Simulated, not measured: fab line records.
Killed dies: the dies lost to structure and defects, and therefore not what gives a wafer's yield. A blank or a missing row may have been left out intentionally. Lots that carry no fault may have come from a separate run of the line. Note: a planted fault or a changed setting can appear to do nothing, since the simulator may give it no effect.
fab line records	flow sfqLine
[record] lots = 5	wafers = 15	lastDay = 84
route steps=325 shown R5@216 I5@228 C5@240 M6@251
lots with no fault: from the same line, run without faults
startH: hours from the record's opening day to when the first of the lot's shown wafers began	waitH: hours since the lot's step before	" same as the row above	L1.1+2: one row covering several wafers at once	- either no value or no given start	* or withheld: withheld	< > ~ a bound
route shown NAME@n: a module of which the file shows steps, and the number in the route of the first	usual: mean and standard deviation over wafers with no fault	same: alike in all rows	chamber/n: place in a boat	sites: each site's reading	_std_site: standard deviation across them	_edge_site: outer sites' mean less inner sites'	radiusMm: for every site, how far away it sits from the centre of the wafer	mask NAME#n: copy n	behind: the last tool/chamber to shape the wafer	hold: reason for holding the lot/hours on hold/outcome of the hold	device: the transistor (n, p or np) that didn't switch	end of line: tests of these same wafers at the route's end	for a step that has no rows: nothing shown but its recipe	killed: the dies lost at the first sort to structure and to defects; this is not the yield of the wafer	map: a wafer's dies, x killed, . not, _ none there
set.NAME: the setting as run; set.NAME@STEP: as run at that earlier step	model.NAME: the simulator's own value behind a step, which no gauge read
lots at selected steps of the route; one table per step, one row per wafer
services: from which hour (startH, from the record's first day; less than 0 if before it) a tool's chamber was out of use, for how many hours, and why
[[steps]]
[step SFQ_R5_THK_MEAS_934]
[recipe] thkMeasGauge = xrf	reads = MoNx_of_TRILAYER_R5_DEP_SPUTTER_133
[usual] R5_MONX_THK = 39.7/0.46
lot.wafer	tool	chamber	startH	waitH	R5_MONX_THK[nm]
L367.3	filmMetro-02	-	1145.03	0.1	39.9
L367.5	"	-	"	"	40.3
L367.6	"	-	"	"	39.9
L380.3	filmMetro-03	-	1292.01	0.1	40.2
L380.5	"	-	"	"	40.1
L380.6	"	-	"	"	40.2
L384.1	filmMetro-03	-	1372.31	0.1	39.5
L384.2	"	-	"	"	39.8
L384.5	"	-	"	"	40.4
L386.2	filmMetro-04	-	1402.32	0.1	40.0
L386.3	"	-	"	"	39.6
L386.4	"	-	"	"	39.5
L389.2	filmMetro-04	-	1417.32	0.1	40.0
L389.3	"	-	"	"	39.5
L389.6	"	-	"	"	39.4
[step SFQ_TRILAYER_R5_LITHO_COAT_141]
[recipe] resist = BARC	spinRpm = 3000	resistThkNm = 62
[step SFQ_TRILAYER_R5_LITHO_COAT_136]
[recipe] resist = KrF	spinRpm = 3000	resistThkNm = 600
[step SFQ_TRILAYER_R5_LITHO_SOFTBAKE_140]
[recipe] tempC = withheld	timeS = withheld	resist = KrF
[step SFQ_TRILAYER_R5_LITHO_EXPOSE_137]
[recipe] maskId = R5	na = 0.6	sourceShape = conventional	sigmaOuter = 0.65	targetCdNm = 500	doseMj = 14.4
[step SFQ_TRILAYER_R5_LITHO_PEB_139]
[recipe] pebTempC = 115	pebTimeS = 60	resist = KrF
[step SFQ_TRILAYER_R5_LITHO_DEVELOP_138]
[recipe] timeS = 60	resist = KrF
[step SFQ_R5_OVL_MEAS_935]
[usual] R5_OVL = -2/5.5
lot.wafer	tool	chamber	startH	waitH	R5_OVL[nm]
L367.3	overlay-01	-	1285.84	0.1	-4
L367.5	"	-	"	"	-10
L367.6	"	-	"	"	2
L380.3	overlay-01	-	1422.20	0.1	-3
L380.5	"	-	"	"	-8
L380.6	"	-	"	"	4
L384.1	overlay-02	-	1484.27	0.1	7
L384.2	"	-	"	"	7
L384.5	"	-	"	"	9
L386.2	overlay-02	-	1516.67	0.1	-7
L386.3	"	-	"	"	-2
L386.4	"	-	"	"	-7
L389.2	overlay-02	-	1534.80	0.1	0
L389.3	"	-	"	"	-4
L389.6	"	-	"	"	2
[step SFQ_TRILAYER_R5_BARC_OPEN_METAL_ETCH_177]
[recipe] maskMaterial = PR	chemistry = O2	targetDepthNm = 125	target = BARC	icpW = 600	biasW = 80	pressureMtorr = 10	timeS = 41.7
[step SFQ_TRILAYER_R5_ETCH_METAL_ETCH_139]
[recipe] stopOn = SiO2	maskMaterial = PR	chemistry = Cl2	targetDepthNm = 60	icpW = 600	biasW = 82.5	pressureMtorr = 10	timeS = 40
[step SFQ_TRILAYER_R5_STRIP_STRIP_140]
[recipe] gas = O2	powerW = 200	platenTempC = 40	overashFraction = 0.65	chemistry = O2	pressureMtorr = 50
[usual] drypumpMotorCurrentA = 5.6/0.45	oesProductAu = 0.999/0.0089
lot.wafer	tool	chamber	startH	waitH	drypumpMotorCurrentA	oesProductAu	rfHoursCounterH
L367.3	rieMetal-04	1	1286.18	0.2	5.6	1.002	-
L367.5	"	1	"	"	5.6	0.999	-
L367.6	"	0	"	"	6.1	1.011	-
L380.3	rieMetal-04	0	1422.54	0.2	6.1	1.012	-
L380.5	"	1	"	"	5.6	1.004	-
L380.6	"	0	"	"	6.1	1.007	-
L384.1	rieMetal-01	1	1484.42	0.0	5.5	0.989	9
L384.2	"	0	"	"	5.9	1.001	30
L384.5	"	0	"	"	5.9	1.001	-
L386.2	rieMetal-04	1	1516.82	0.0	5.7	1.006	39
L386.3	"	0	"	"	6.1	0.997	-
L386.4	"	1	"	"	5.7	1.018	-
L389.2	rieMetal-04	0	1534.94	0.0	6.1	1.008	62
L389.3	"	1	"	"	5.7	1.002	-
L389.6	"	1	"	"	5.7	1.012	-
[step SFQ_TRILAYER_R5_STRIP_SOLV_CLEAN_141]
[recipe] chemistry = NMP	tempC = 70	timeS = 600
[step SFQ_TRILAYER_A5C_DEP_PECVD_142]
[recipe] material = SiO2	tempC = 150	timeS = 15.556	pressureTorr = 2.4	rfW = 183.3	precursor = SiH4/N2O	targetThkNm = 70
[usual] heaterPowerW = 89/19	throttleValvePct = 24.2/1.1
lot.wafer	tool	chamber	startH	waitH	heaterPowerW	throttleValvePct	model.SiO2_of_TRILAYER_A5C_DEP_PECVD_142.thkNm
L367.3	pecvd-01	1	1286.75	0.0	86	23.5	69.29
L367.5	"	0	"	"	65	25.5	70.56
L367.6	"	1	"	"	84	23.5	70.48
L380.3	pecvd-02	1	1423.12	0.0	117	23.8	66.09
L380.5	"	2	"	"	94	22.9	67.98
L380.6	"	0	"	"	122	23.2	67.62
L384.1	pecvd-01	0	1485.19	0.0	68	25.8	70.34
L384.2	"	2	"	"	90	23.6	70.22
L384.5	"	1	"	"	84	23.6	71.27
L386.2	pecvd-02	1	1517.59	0.0	123	24.1	70.35
L386.3	"	2	"	"	108	23.3	69.55
L386.4	"	1	"	"	108	24.1	70.6
L389.2	pecvd-02	2	1535.74	0.0	109	23.4	68.47
L389.3	"	0	"	"	118	23.4	70.48
L389.6	"	2	"	"	109	23.8	69.16
[step SFQ_TRILAYER_I5_LITHO_COAT_149]
[recipe] resist = BARC	spinRpm = 3068	resistThkNm = 62
[step SFQ_TRILAYER_I5_LITHO_COAT_144]
[recipe] resist = KrF	spinRpm = 3000	resistThkNm = 650
[step SFQ_TRILAYER_I5_LITHO_SOFTBAKE_148]
[recipe] tempC = withheld	timeS = withheld	resist = KrF
[step SFQ_TRILAYER_I5_LITHO_EXPOSE_145]
[recipe] maskId = I5	na = 0.6	sourceShape = conventional	sigmaOuter = 0.65	targetCdNm = 700	doseMj = 21.3
[step SFQ_TRILAYER_I5_LITHO_PEB_147]
[recipe] pebTempC = 115	pebTimeS = 60	resist = KrF
[step SFQ_TRILAYER_I5_LITHO_DEVELOP_146]
[recipe] timeS = 60	resist = KrF
[step SFQ_I5_OVL_MEAS_936]
[usual] I5_OVL = 0/6.1
lot.wafer	tool	chamber	startH	waitH	I5_OVL[nm]
L367.3	overlay-02	-	1416.20	0.1	6
L367.5	"	-	"	"	9
L367.6	"	-	"	"	4
L380.3	overlay-01	-	1542.00	0.1	-3
L380.5	"	-	"	"	-9
L380.6	"	-	"	"	-6
L384.1	overlay-02	-	1599.72	0.1	0
L384.2	"	-	"	"	5
L384.5	"	-	"	"	-1
L386.2	overlay-01	-	1639.00	0.1	-2
L386.3	"	-	"	"	3
L386.4	"	-	"	"	2
L389.2	overlay-02	-	1654.60	0.1	7
L389.3	"	-	"	"	2
L389.6	"	-	"	"	5
[step SFQ_TRILAYER_I5_BARC_OPEN_VIA_ETCH_200]
[recipe] maskMaterial = PR	chemistry = O2	targetDepthNm = 125	target = BARC	sourceW = 500	biasW = 80	pressureMtorr = 30	timeS = 41.7
[step SFQ_TRILAYER_I5_ETCH_VIA_ETCH_147]
[recipe] stopOn = Nb	maskMaterial = PR	chemistry = CHF3	targetDepthNm = 360	sourceW = 500	biasW = 80	pressureMtorr = 30	timeS = withheld
[usual] drypumpMotorCurrentA = 5.6/0.35	oesProductAu = 0.987/0.0065
lot.wafer	tool	chamber	startH	waitH	drypumpMotorCurrentA	oesProductAu
L367.3	rieDiel-02	0	1416.27	0.0	5.5	0.986
L367.5	"	3	"	"	5.4	0.983
L367.6	"	2	"	"	4.9	0.992
L380.3	rieDiel-01	0	1542.07	0.0	6.1	0.978
L380.5	"	0	"	"	6.1	0.984
L380.6	"	2	"	"	5.8	0.985
L384.1	rieDiel-02	0	1599.79	0.0	5.5	0.997
L384.2	"	1	"	"	5.7	0.989
L384.5	"	2	"	"	5.0	0.987
L386.2	rieDiel-01	1	1639.07	0.0	5.0	0.987
L386.3	"	2	"	"	5.8	0.981
L386.4	"	0	"	"	6.1	0.969
L389.2	rieDiel-02	1	1654.67	0.0	5.7	0.993
L389.3	"	2	"	"	5.0	1.000
L389.6	"	2	"	"	5.0	0.995
[step SFQ_TRILAYER_I5_STRIP_STRIP_148]
[recipe] gas = O2	powerW = 200	platenTempC = 40	overashFraction = 0.65	chemistry = O2	pressureMtorr = 50
[usual] drypumpMotorCurrentA = 5.4/0.38	oesProductAu = 0.997/0.0076
lot.wafer	tool	chamber	startH	waitH	drypumpMotorCurrentA	oesProductAu	rfHoursCounterH
L367.3	rieMetal-03	1	1416.82	-	5.3	1.002	-
L367.5	"	1	"	"	5.3	1.007	-
L367.6	"	1	"	"	5.3	1.005	-
L380.3	rieMetal-03	0	1542.42	-	5.5	1.003	-
L380.5	"	0	"	"	5.5	1.003	-
L380.6	"	1	"	"	5.3	0.997	-
L384.1	rieMetal-01	0	1599.94	-	5.9	1.007	43
L384.2	"	1	"	"	5.4	0.997	21
L384.5	"	0	"	"	5.9	0.998	-
L386.2	rieMetal-02	1	1639.22	-	5.4	1.000	54
L386.3	"	1	"	"	5.4	1.007	-
L386.4	"	0	"	"	4.7	0.987	-
L389.2	rieMetal-01	1	1654.82	-	5.5	0.991	27
L389.3	"	0	"	"	5.9	0.986	-
L389.6	"	1	"	"	5.5	0.990	-
[step SFQ_TRILAYER_I5_STRIP_SOLV_CLEAN_149]
[recipe] chemistry = NMP	tempC = 70	timeS = 600
[step SFQ_TRILAYER_C5_LITHO_COAT_156]
[recipe] resist = BARC	spinRpm = 3000	resistThkNm = 62
[step SFQ_TRILAYER_C5_LITHO_COAT_151]
[recipe] resist = KrF	spinRpm = 3000	resistThkNm = 650
[step SFQ_TRILAYER_C5_LITHO_SOFTBAKE_155]
[recipe] tempC = withheld	timeS = withheld	resist = KrF
[step SFQ_TRILAYER_C5_LITHO_EXPOSE_152]
[recipe] maskId = C5	na = 0.6	sourceShape = conventional	sigmaOuter = 0.65	targetCdNm = 500	doseMj = 21.3
[step SFQ_TRILAYER_C5_LITHO_PEB_154]
[recipe] pebTempC = 115	pebTimeS = 60	resist = KrF
[step SFQ_TRILAYER_C5_LITHO_DEVELOP_153]
[recipe] timeS = 60	resist = KrF
[step SFQ_C5_OVL_MEAS_937]
[usual] C5_OVL = 2/5.6
lot.wafer	tool	chamber	startH	waitH	C5_OVL[nm]
L367.3	overlay-01	-	1420.05	0.1	14
L367.5	"	-	"	"	10
L367.6	"	-	"	"	6
L380.3	overlay-02	-	1545.25	0.1	0
L380.5	"	-	"	"	0
L380.6	"	-	"	"	-2
L384.1	overlay-01	-	1605.27	0.1	3
L384.2	"	-	"	"	9
L384.5	"	-	"	"	3
L386.2	overlay-02	-	1738.36	0.1	1
L386.3	"	-	"	"	2
L386.4	"	-	"	"	2
L389.2	overlay-02	-	1747.96	0.1	6
L389.3	"	-	"	"	-6
L389.6	"	-	"	"	-6
[step SFQ_TRILAYER_C5_BARC_OPEN_VIA_ETCH_210]
[recipe] maskMaterial = PR	chemistry = O2	targetDepthNm = 125	target = BARC	sourceW = 500	biasW = 80	pressureMtorr = 30	timeS = 41.7
[step SFQ_TRILAYER_C5_ETCH_VIA_ETCH_154]
[recipe] target = SiO2	maskMaterial = PR	chemistry = CHF3	targetDepthNm = 84	sourceW = 500	biasW = 80	pressureMtorr = 30	timeS = withheld	stopOn = Nb
[usual] drypumpMotorCurrentA = 5.6/0.33	oesProductAu = 0.895/0.0082
lot.wafer	tool	chamber	startH	waitH	drypumpMotorCurrentA	oesProductAu	model.etch.depthNm	model.C5.featureDepthNm
L367.3	rieDiel-01	0	1420.12	0.0	6.1	0.893	69.29	69.29
L367.5	"	3	"	"	5.9	0.895	70.56	70.56
L367.6	"	0	"	"	6.1	0.903	70.48	70.48
L380.3	rieDiel-02	1	1545.32	0.0	5.7	0.866	66.09	66.09
L380.5	"	3	"	"	5.4	0.880	67.98	67.98
L380.6	"	2	"	"	5.0	0.883	67.62	67.62
L384.1	rieDiel-01	2	1605.34	0.0	5.8	0.898	70.34	70.34
L384.2	"	1	"	"	5.0	0.907	70.22	70.22
L384.5	"	1	"	"	5.0	0.906	71.27	71.27
L386.2	rieDiel-01	3	1738.43	0.0	5.9	0.903	70.35	70.35
L386.3	"	0	"	"	6.1	0.892	69.55	69.55
L386.4	"	1	"	"	5.0	0.906	70.6	70.6
L389.2	rieDiel-02	0	1748.03	0.0	5.5	0.880	68.47	68.47
L389.3	"	3	"	"	5.4	0.897	70.48	70.48
L389.6	"	2	"	"	4.9	0.886	69.16	69.16
[step SFQ_TRILAYER_C5_STRIP_STRIP_155]
[recipe] gas = O2	powerW = 200	platenTempC = 40	overashFraction = 0.65	chemistry = O2	pressureMtorr = 50
[usual] drypumpMotorCurrentA = 5.4/0.43	oesProductAu = 1.003/0.01
lot.wafer	tool	chamber	startH	waitH	drypumpMotorCurrentA	oesProductAu	rfHoursCounterH
L367.3	rieMetal-02	1	1420.36	-	5.4	0.989	-
L367.5	"	0	"	"	4.7	0.992	-
L367.6	"	1	"	"	5.4	1.000	-
L380.3	rieMetal-02	1	1545.56	-	5.4	0.992	-
L380.5	"	1	"	"	5.4	0.992	-
L380.6	"	0	"	"	4.7	0.995	-
L384.1	rieMetal-03	1	1605.39	-	5.3	1.002	105
L384.2	"	0	"	"	5.5	1.015	22
L384.5	"	0	"	"	5.5	1.016	-
L386.2	rieMetal-02	0	1738.47	-	4.7	1.003	65
L386.3	"	1	"	"	5.4	0.992	-
L386.4	"	0	"	"	4.7	0.991	-
L389.2	rieMetal-02	0	1748.07	-	4.7	1.009	66
L389.3	"	0	"	"	4.7	1.001	-
L389.6	"	0	"	"	4.7	1.012	-
[step SFQ_TRILAYER_C5_STRIP_SOLV_CLEAN_156]
[recipe] chemistry = NMP	tempC = 70	timeS = 600
[step SFQ_TRILAYER_M6_DEP_PRE_CLEAN_158]
[recipe] gas = Ar	timeS = 22.5	biasV = 250
lot.wafer	tool	chamber	startH	waitH	model.SiO2_of_TRILAYER_A5C_DEP_PECVD_142.thkNm
L367.3	pvdSputter-05	-	1420.94	0.0	61.79
L367.5	"	-	"	"	63.06
L367.6	"	-	"	"	62.98
L380.3	pvdSputter-05	-	1546.14	0.0	58.59
L380.5	"	-	"	"	60.48
L380.6	"	-	"	"	60.12
L384.1	pvdSputter-04	-	1606.16	0.0	62.84
L384.2	"	-	"	"	62.72
L384.5	"	-	"	"	63.77
L386.2	pvdSputter-05	-	1739.25	0.0	62.85
L386.3	"	-	"	"	62.05
L386.4	"	-	"	"	63.1
L389.2	pvdSputter-04	-	1748.85	0.0	60.97
L389.3	"	-	"	"	62.98
L389.6	"	-	"	"	61.66
[step SFQ_TRILAYER_M6_DEP_SPUTTER_157]
[recipe] material = Nb	basePressurePa = 1.33e-06	chamberPressurePa = 0.1333	substrateTempC = 20	targetThkNm = 200	powerW = 2000	timeS = 133.3
[usual] throttleValvePct = 30.6/0.99
lot.wafer	tool	chamber	startH	waitH	throttleValvePct
L367.3	pvdSputter-05	-	1420.97	0.0	30.0
L367.5	"	-	"	"	29.8
L367.6	"	-	"	"	30.0
L380.3	pvdSputter-05	-	1546.17	0.0	29.6
L380.5	"	-	"	"	29.7
L380.6	"	-	"	"	29.9
L384.1	pvdSputter-04	-	1606.19	0.0	30.4
L384.2	"	-	"	"	33.0
L384.5	"	-	"	"	30.7
L386.2	pvdSputter-05	-	1739.28	0.0	29.7
L386.3	"	-	"	"	30.2
L386.4	"	-	"	"	29.6
L389.2	pvdSputter-04	-	1748.88	0.0	33.1
L389.3	"	-	"	"	29.7
L389.6	"	-	"	"	33.5
[[services]]
tool	chamber	startH	hours	kind
rieMetal-01	-	1265.25	2.8	pm
rieMetal-02	1	1268.05	2.7	repair
rieMetal-01	-	1281.27	1.4	pm
rieDiel-01	2	1283.74	10.0	repair
pvdSputter-05	-	1293.87	1.4	repair
rieDiel-01	-	1313.63	4.0	pm
pecvd-02	-	1316.75	14.0	pm
rieMetal-01	1	1327.60	11.9	repair
rieDiel-01	2	1342.21	5.1	repair
rieMetal-02	-	1363.37	2.8	pm
rieDiel-02	1	1374.01	1.5	repair
pvdSputter-05	-	1378.73	1.5	repair
pvdSputter-05	-	1410.78	0.9	repair
rieDiel-02	1	1435.15	2.8	repair
pvdSputter-04	-	1448.15	21.5	repair
rieDiel-01	1	1464.20	5.3	repair
rieDiel-01	-	1497.49	1.1	repair
rieDiel-02	2	1508.96	2.8	repair
rieDiel-01	1	1530.57	19.5	repair
pvdSputter-04	-	1638.61	3.6	repair
rieMetal-04	-	1653.01	2.8	pm
rieDiel-02	-	1683.97	0.5	repair
rieDiel-02	-	1685.44	1.0	repair
rieDiel-01	-	1705.12	14.6	pm
[[key]]
firstSign none at tools or gauges
[modelEffect] step = SFQ_TRILAYER_A5C_DEP_PECVD_142	value = SiO2_of_TRILAYER_A5C_DEP_PECVD_142.thkNm	without = 70.68	struck = 67.23
[modelEffect] step = SFQ_TRILAYER_C5_ETCH_VIA_ETCH_154	value = etch.depthNm	without = 70.68	struck = 67.23
[modelEffect] step = SFQ_TRILAYER_M6_DEP_PRE_CLEAN_158	value = SiO2_of_TRILAYER_A5C_DEP_PECVD_142.thkNm	without = 63.18	struck = 59.73
metAt SFQ_TRILAYER_A5C_DEP_PECVD_142
struckWafers L380.3,L380.5,L380.6
[fault] kind = processParameterDrift	tool = pecvd-02	chamber = -	onsetH = 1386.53	steps = SFQ_TRILAYER_A5C_DEP_PECVD_142	channel = timeS	offset = *	shape = step	endH = 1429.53	actsIn = *	stated = *
